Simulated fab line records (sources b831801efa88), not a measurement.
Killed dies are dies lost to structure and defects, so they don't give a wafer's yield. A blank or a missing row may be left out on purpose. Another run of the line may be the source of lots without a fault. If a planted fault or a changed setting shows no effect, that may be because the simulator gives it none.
What tool caused it? -- flow gf180mcu -- 24 lots with 72 wafers sampled at 3 steps, on a route of 602 steps

WHAT THE GAUGES READ, wafer by wafer
GF_STI_THK_MEAS_22. Usual: STI_OXIDATION_01_THK gives 15.08 nm (standard deviation 0.28).
lot,measured,on,STI_OXIDATION_01_THK (nm),flag
L074,day 2 06:24,film metro-01,15.21 15.32 15.27,
L075,day 2 08:39,film metro-03,14.82 14.80 14.99,
L076,day 2 13:34,film metro-01,14.96 15.00 14.78,
L077,day 2 18:31,film metro-01,15.36 15.22 15.17,
L078,day 3 00:38,film metro-01,14.99 14.77 14.67,
L079,day 3 04:40,film metro-01,15.26 15.24 15.43,
L080,day 3 10:16,film metro-01,14.91 14.83 14.75,
L081,day 3 16:16,film metro-01,14.72 14.71 14.69,
L082,day 3 20:46,film metro-03,15.19 15.26 15.02,
L083,day 4 03:14,film metro-03,15.41 15.19 15.19,
L084,day 4 08:46,film metro-03,15.56 15.44 15.79,
L085,day 4 13:50,film metro-04,15.27 15.14 15.17,
L086,day 4 16:46,film metro-04,15.11 15.32 14.99,
L087,day 5 01:11,film metro-01,15.53 15.15 15.05,
L088,day 5 06:41,film metro-01,15.15 15.04 15.44,
L089,day 5 11:07,film metro-01,15.17 14.95 15.41,
L090,day 5 15:43,film metro-01,15.36 15.04 14.99,
L091,day 5 19:38,film metro-03,15.09 15.24 15.14,
L092,day 6 01:26,film metro-01,15.11 15.13 15.08,
L093,day 6 07:50,film metro-04,15.15 15.17 15.12,
L094,day 6 12:38,film metro-03,15.04 15.03 15.06,
L095,day 6 17:05,film metro-03,14.26 14.30 14.59,
L096,day 6 23:59,film metro-01,14.93 15.18 15.27,
L097,day 7 02:25,film metro-01,15.30 15.10 15.20,

GF_M2_THK_MEAS_06: measures by xrf. Usual: M2_ALCU_THK gives 454 nm (standard deviation 6.4).
lot,measured,on,M2_ALCU_THK (nm),flag
L074,day 18 10:41,film metro-01,453 455 450,
L075,day 18 16:51,film metro-01,443 449 449,
L076,day 19 06:22,film metro-02,453 457 455,
L077,day 19 08:24,film metro-01,462 448 458,
L078,day 20 09:23,film metro-04,463 459 470,
L079,day 20 05:41,film metro-01,460 459 465,
L080,day 20 13:51,film metro-01,449 441 447,
L081,day 20 22:37,film metro-02,458 453 459,
L082,day 21 06:40,film metro-01,448 451 444,
L083,day 22 00:32,film metro-04,447 450 453,
L084,day 22 07:16,film metro-01,463 462 461,
L085,day 22 16:40,film metro-01,463 450 462,
L086,day 22 19:41,film metro-01,453 453 460,
L087,day 23 10:31,film metro-01,453 457 455,
L088,day 23 19:05,film metro-02,452 447 450,
L089,day 24 03:49,film metro-02,455 454 456,
L090,day 24 04:29,film metro-04,456 459 455,
L091,day 24 15:16,film metro-01,457 459 463,
L092,day 24 23:07,film metro-04,447 452 448,
L093,day 25 04:19,film metro-04,452 451 450,
L094,day 25 17:10,film metro-02,457 458 457,
L095,day 25 17:28,film metro-01,448 449 445,
L096,day 26 02:35,film metro-04,452 456 460,
L097,day 26 05:41,film metro-04,458 461 451,

TOOL THAT RAN EACH LOT (tool first, then ch and the chambers of the sampled wafers, then the start)
lot,GF_M2_SPUTTER_01
L074,"pvd sputter-02, day 18 10:26"
L075,"pvd sputter-04, day 18 16:36"
L076,"pvd sputter-03, day 19 06:06"
L077,"pvd sputter-04, day 19 08:10"
L078,"pvd sputter-03, day 20 09:08"
L079,"pvd sputter-02, day 20 05:25"
L080,"pvd sputter-04, day 20 13:36"
L081,"pvd sputter-02, day 20 22:22"
L082,"pvd sputter-03, day 21 06:25"
L083,"pvd sputter-04, day 22 00:17"
L084,"pvd sputter-02, day 22 07:01"
L085,"pvd sputter-02, day 22 16:24"
L086,"pvd sputter-03, day 22 19:26"
L087,"pvd sputter-02, day 23 10:16"
L088,"pvd sputter-04, day 23 18:51"
L089,"pvd sputter-02, day 24 03:34"
L090,"pvd sputter-04, day 24 04:14"
L091,"pvd sputter-02, day 24 15:01"
L092,"pvd sputter-04, day 24 22:52"
L093,"pvd sputter-02, day 25 03:59"
L094,"pvd sputter-03, day 25 16:54"
L095,"pvd sputter-04, day 25 17:13"
L096,"pvd sputter-02, day 26 02:20"
L097,"pvd sputter-03, day 26 05:26"
- GF_M2_SPUTTER_01: material TiN, target thk 30 nm, time 25 s.

WHAT THE TOOLS THEMSELVES READ (means of the sampled wafers that have a number; where no wafer has one, the mark that the record gives instead)
GF_M2_SPUTTER_01. Usual: throttle valve pct reads 29.5 % (standard deviation 0.88).
lot,tool,throttle valve pct (%),flag
L074,pvd sputter-02,28.8,
L075,pvd sputter-04,29.2,
L076,pvd sputter-03,30.2,
L077,pvd sputter-04,29.2,
L078,pvd sputter-03,29.7,
L079,pvd sputter-02,29.4,
L080,pvd sputter-04,29.5,
L081,pvd sputter-02,28.7,
L082,pvd sputter-03,29.9,
L083,pvd sputter-04,29.3,
L084,pvd sputter-02,29.5,
L085,pvd sputter-02,30.2,
L086,pvd sputter-03,31.0,
L087,pvd sputter-02,30.2,
L088,pvd sputter-04,28.8,
L089,pvd sputter-02,29.3,
L090,pvd sputter-04,29.7,
L091,pvd sputter-02,29.2,
L092,pvd sputter-04,28.8,
L093,pvd sputter-02,29.3,
L094,pvd sputter-03,30.0,
L095,pvd sputter-04,28.9,
L096,pvd sputter-02,29.1,
L097,pvd sputter-03,29.5,

THE ANSWER, worked out from the rows above alone
Rule: a lot counts as off when the mean over its wafers that have a number is more than 3 standard deviations away from the usual mean. Also off: a lot with no number at a reading for which 4 or more lots have one. All remaining lots with rows at the step are treated as sound. Order of review: gauges by route order, followed by the tools' own readings, for which a lot's mean as printed above is used. At the first step where some lot is off, the reading lying furthest off is the one used; lots without a number count as furthest.
Across all readings shown, no lot is off: no conclusion can be drawn from this.

WHAT THE SIMULATOR HAD PUT IN
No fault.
